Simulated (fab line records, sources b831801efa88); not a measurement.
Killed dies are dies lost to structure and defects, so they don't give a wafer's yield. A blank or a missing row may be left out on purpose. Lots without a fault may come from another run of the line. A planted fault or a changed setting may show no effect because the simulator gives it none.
Which tool did it? | flow sky130 | 15 lots, 45 wafers sampled, at 2 steps of a route of 708

WHAT THE GAUGES READ, wafer by wafer
SKY_VIA2_CD_MEAS_12: target cd 200 nm. Usual: cd_nm 199.9 nm, standard deviation 1.5.
lot  | measured     | on        | cd_nm (nm)        | flag
L935 | day 36 16:11 | cd_sem-02 | 199.3 198.9 197.7 |
L937 | day 37 14:35 | cd_sem-02 | 203.6 202.6 202.0 |
L938 | day 37 17:42 | cd_sem-01 | 198.4 198.6 198.9 |
L939 | day 38 06:05 | cd_sem-01 | 197.3 197.2 199.2 |
L940 | day 38 12:53 | cd_sem-01 | 198.8 198.2 199.1 |
L942 | day 38 16:38 | cd_sem-01 | 200.2 200.7 200.4 |
L949 | day 40 18:09 | cd_sem-01 | 201.3 202.0 200.6 |
L950 | day 41 01:25 | cd_sem-01 | 200.9 201.7 201.6 |
L951 | day 41 10:05 | cd_sem-01 | 200.1 200.9 200.2 |
L952 | day 41 17:38 | cd_sem-02 | 201.6 201.1 200.6 |
L953 | day 42 03:35 | cd_sem-02 | 201.0 201.9 201.3 |
L954 | day 42 03:54 | cd_sem-02 | 197.9 199.4 198.3 |
L956 | day 42 18:48 | cd_sem-01 | 199.5 198.6 197.9 |
L957 | day 42 21:52 | cd_sem-02 | 199.2 199.6 198.8 |
L958 | day 43 00:38 | cd_sem-01 | 198.7 200.7 199.5 |

SKY_VIA2_OVL_MEAS_13. Usual: VIA2_OVL 0 nm, standard deviation 5.5.
lot  | measured     | on         | VIA2_OVL (nm) | flag
L935 | day 36 16:17 | overlay-02 | -4 -4 3       |
L937 | day 37 14:42 | overlay-01 | -8 -6 -4      |
L938 | day 37 17:49 | overlay-02 | -7 1 -4       |
L939 | day 38 06:11 | overlay-01 | -2 0 5        |
L940 | day 38 13:00 | overlay-01 | 8 8 1         |
L942 | day 38 16:45 | overlay-02 | -2 -3 -4      |
L949 | day 40 18:16 | overlay-01 | 9 -4 -1       |
L950 | day 41 01:32 | overlay-01 | 1 3 1         |
L951 | day 41 10:12 | overlay-02 | -7 -8 0       |
L952 | day 41 17:44 | overlay-02 | -10 -3 -8     |
L953 | day 42 03:42 | overlay-02 | -4 0 4        |
L954 | day 42 04:01 | overlay-02 | 3 4 4         |
L956 | day 42 18:55 | overlay-02 | -10 -7 -10    |
L957 | day 42 21:57 | overlay-01 | 0 2 -6        |
L958 | day 43 00:45 | overlay-01 | -4 -1 -5      |

WHICH TOOL RAN EACH LOT (tool, then ch and the chambers of the sampled wafers, then the start)
The record holds no process step before these readings.

WHAT THE TOOLS THEMSELVES READ (means of the sampled wafers that have a number; where no wafer has one, the mark that the record gives instead)
The record holds no such reading with a usual standard deviation.

THE ANSWER, worked out from the rows above alone
Rule: a lot is off if the mean of its wafers that have a number lies more than 3 standard deviations from the usual mean. A lot without any number at a reading at which 4 lots or more have one is off too. The other lots that the step has rows for count as sound. The gauges are gone through in route order, then the tools' own readings, and for those a lot's mean is taken as printed above. The first step at which some lot is off is used, and at that step the reading that is off furthest; a lot without a number counts as furthest.
No lot is off at any reading shown: from this, nothing can be told.

WHAT THE SIMULATOR HAD PUT IN
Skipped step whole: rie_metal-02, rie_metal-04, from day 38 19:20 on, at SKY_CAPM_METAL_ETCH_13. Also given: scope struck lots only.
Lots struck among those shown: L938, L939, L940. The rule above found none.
